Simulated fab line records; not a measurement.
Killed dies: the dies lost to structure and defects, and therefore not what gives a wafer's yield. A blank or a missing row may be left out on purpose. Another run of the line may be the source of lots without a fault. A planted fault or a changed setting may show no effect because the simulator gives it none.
Which tool was responsible? | flow gf180mcu | 14 lots with 42 wafers sampled at 6 steps, on a route of 602 steps

== WHAT EACH GAUGE READ, for each wafer ==
GF_STI_THK_MEAS_02.
lot  | measured    | on            | STI_OXIDATION_THK (nm)
L188 | day 1 15:24 | film metro-04 | 9.65 9.89 9.81
L189 | day 1 18:27 | film metro-01 | 9.53 9.55 9.59
L190 | day 1 22:25 | film metro-01 | 9.46 9.62 9.53
L192 | day 2 08:17 | film metro-04 | 10.12 10.13 10.13
L193 | day 2 13:36 | film metro-02 | 10.07 10.01 9.98
L194 | day 2 18:04 | film metro-01 | 9.90 9.83 9.88
L195 | day 2 22:31 | film metro-01 | 10.02 9.92 10.04
L196 | day 3 05:02 | film metro-04 | 9.91 10.20 9.99
L197 | day 3 08:52 | film metro-01 | 10.01 9.81 10.03
L198 | day 3 13:31 | film metro-02 | 9.84 9.76 9.75
L202 | day 4 09:31 | film metro-02 | 9.82 9.88 9.96
L205 | day 5 03:43 | film metro-02 | 9.74 9.86 9.89
L206 | day 5 07:47 | film metro-04 | 10.09 9.99 9.95
L211 | day 6 07:49 | film metro-04 | 10.32 10.31 10.38

GF_DNWELL_TW_MEAS_09.
lot  | measured    | on            | DNWELL_TW
L188 | day 2 22:39 | film metro-02 | 1368 1368 1363
L189 | day 3 03:58 | film metro-03 | 1357 1353 1355
L190 | day 3 05:40 | film metro-03 | 1361 1359 1351
L192 | day 3 16:52 | film metro-04 | 1335 1333 1337
L193 | day 3 22:52 | film metro-04 | 1340 1333 1338
L194 | day 4 02:11 | film metro-04 | 1332 1337 1346
L195 | day 4 08:17 | film metro-03 | 1355 1359 1353
L196 | day 4 14:18 | film metro-03 | 1341 1346 1353
L197 | day 4 18:29 | film metro-04 | 1335 1336 1337
L198 | day 5 00:43 | film metro-04 | 1336 1345 1348
L202 | day 5 23:05 | film metro-03 | 1360 1357 1345
L205 | day 6 16:25 | film metro-04 | 1338 1347 1339
L206 | day 6 19:49 | film metro-04 | 1334 1339 1340
L211 | day 7 21:05 | film metro-03 | 1360 1367 1364

GF_MVPSD_OVL_MEAS_07.
lot  | measured     | on         | MVPSD_OVL (nm)
L188 | day 5 05:59  | overlay-01 | -0.2 -0.4 1.3
L189 | day 5 10:32  | overlay-02 | 0.0 -1.0 0.4
L190 | day 5 13:23  | overlay-01 | 0.8 -0.8 0.6
L192 | day 5 23:34  | overlay-01 | -0.6 1.1 -0.4
L193 | day 6 06:56  | overlay-01 | -0.7 -1.3 -1.9
L194 | day 6 11:15  | overlay-02 | -0.8 0.5 -0.7
L195 | day 6 17:50  | overlay-01 | 1.1 0.1 0.7
L196 | day 7 01:13  | overlay-02 | 1.2 0.2 0.3
L197 | day 7 06:05  | overlay-02 | -0.5 -0.8 -1.9
L198 | day 7 13:17  | overlay-02 | -2.5 -0.6 -1.6
L202 | day 8 13:41  | overlay-01 | -2.1 -1.2 -0.8
L205 | day 9 09:44  | overlay-01 | - - -
L206 | day 9 13:01  | overlay-01 | - - -
L211 | day 10 17:32 | overlay-02 | -4.2 -2.7 -4.3

GF_VT_IMPLANT_TW_MEAS_10.
lot  | measured     | on            | VT_IMPLANT_TW
L188 | day 5 20:43  | film metro-04 | 558 558 556
L189 | day 6 00:41  | film metro-03 | 563 566 561
L190 | day 6 04:30  | film metro-01 | 555 556 554
L192 | day 6 15:17  | film metro-03 | 564 564 564
L193 | day 6 22:01  | film metro-01 | 558 556 557
L194 | day 7 02:56  | film metro-01 | 558 558 558
L195 | day 7 09:38  | film metro-03 | 569 567 565
L196 | day 7 17:17  | film metro-04 | 559 556 559
L197 | day 7 22:17  | film metro-04 | 559 559 558
L198 | day 8 06:11  | film metro-03 | 563 561 563
L202 | day 9 06:50  | film metro-01 | 558 556 555
L205 | day 10 03:20 | film metro-04 | 689 690 692
L206 | day 10 07:05 | film metro-01 | 686 687 681
L211 | day 11 13:06 | film metro-01 | 557 552 554

GF_VT_IMPLANT_TW_MEAS_21.
lot  | measured     | on            | VT_IMPLANT_2_TW
L188 | day 6 11:51  | film metro-01 | 1196 1198 1199
L189 | day 6 15:32  | film metro-01 | 1202 1199 1196
L190 | day 6 19:38  | film metro-03 | 1217 1216 1212
L192 | day 7 06:59  | film metro-03 | 1215 1225 1220
L193 | day 7 13:32  | film metro-01 | 1207 1208 1203
L194 | day 7 18:26  | film metro-04 | 1204 1196 1201
L195 | day 8 01:59  | film metro-01 | 1212 1204 1204
L196 | day 8 10:08  | film metro-03 | 1221 1216 1212
L197 | day 8 14:59  | film metro-01 | 1205 1203 1209
L198 | day 8 22:38  | film metro-04 | 1206 1209 1204
L202 | day 10 01:05 | film metro-04 | 1208 1206 1208
L205 | day 10 20:48 | film metro-03 | 1238 1244 1240
L206 | day 11 01:26 | film metro-03 | 1243 1247 1242
L211 | day 12 08:21 | film metro-03 | 1204 1203 1211

== WHICH TOOL RAN EACH LOT (tool, then ch and the chambers of the sampled wafers, then the start) ==
lot  | GF_MVPSD_COAT_02
L188 | litho track-04 ch 0, day 4 23:10
L189 | litho track-03 ch 0, day 5 03:20
L190 | litho track-04 ch 0, day 5 06:05
L192 | litho track-04 ch 0, day 5 16:43
L193 | litho track-02 ch 0, day 5 23:13
L194 | litho track-02 ch 0, day 6 03:49
L195 | litho track-04 ch 0, day 6 10:31
L196 | litho track-03 ch 0, day 6 17:08
L197 | litho track-02 ch 0, day 6 21:59
L198 | litho track-03 ch 0, day 7 05:11
L202 | litho track-04 ch 0, day 8 05:22
L205 | litho track-04, day 9 00:52
L206 | litho track-02, day 9 04:41
L211 | litho track-04 ch 0, day 10 07:55
- GF_MVPSD_COAT_02: resist thk 3000 nm.

== AS READ BY THE TOOLS THEMSELVES (means over the sampled wafers that have a number; for cases with no such wafer, the mark the record gives instead) ==
GF_MVPSD_COAT_02.
lot  | tool           | chill plate temp C (C) | dispense pressure kPa (kPa) | spin speed rpm (rpm)
L188 | litho track-04 | 22.98                  | 50.6                        | 2000.5
L189 | litho track-03 | 23.18                  | 52.0                        | 1999.2
L190 | litho track-04 | 22.97                  | 50.6                        | 1999.2
L192 | litho track-04 | 22.96                  | 50.6                        | 2001.2
L193 | litho track-02 | 22.93                  | 49.0                        | 2000.2
L194 | litho track-02 | 23.16                  | 49.0                        | 2000.0
L195 | litho track-04 | 23.01                  | 50.6                        | 1999.4
L196 | litho track-03 | 22.97                  | 52.0                        | 2000.0
L197 | litho track-02 | 23.03                  | 49.0                        | 1999.5
L198 | litho track-03 | 22.96                  | 52.0                        | 1998.6
L202 | litho track-04 | 22.96                  | 50.6                        | 2000.1
L205 | litho track-04 | -                      | -                           | -
L206 | litho track-02 | -                      | -                           | -
L211 | litho track-04 | 23.13                  | 50.6                        | 1999.7

== THE ANSWER, worked out from the rows above alone ==
Rule: usual is defined by the lots themselves. Put in order of their means at a reading, lots are off if they are a third of the lots or fewer, leave a main group of 4 or more, and stand apart from it by a gap of 3 or more times the standard deviation of the main group's means; of several such gaps the widest counts. The tables above print the reading to a certain number of digits; a main group whose means all agree to those digits is not used. A lot without any number at a reading at which 4 lots or more have one is off too. Where the step has rows for the other lots, those lots are counted as sound. First the gauges in route order, then the tools' own readings, where a lot's mean is used as printed above. The first step at which some lot is off is used, and at that step the reading that is off furthest; a lot without a number counts as furthest.
Off: L205, L206, at GF_MVPSD_OVL_MEAS_07 (MVPSD_OVL). Without a number there: L205, L206. Main group: mean -0.7 nm, sd 1.2.
A tool fits if, at a process step before that reading, it ran every lot that is off, and no sound lot after the first of them. The gauges at GF_MVPSD_OVL_MEAS_07 aren't tried: what is off there is off at GF_VT_IMPLANT_TW_MEAS_10 too, on other tools, and a gauge's error can't cause that. None of those tried fits.

== WHAT THE SIMULATOR HAD INSERTED ==
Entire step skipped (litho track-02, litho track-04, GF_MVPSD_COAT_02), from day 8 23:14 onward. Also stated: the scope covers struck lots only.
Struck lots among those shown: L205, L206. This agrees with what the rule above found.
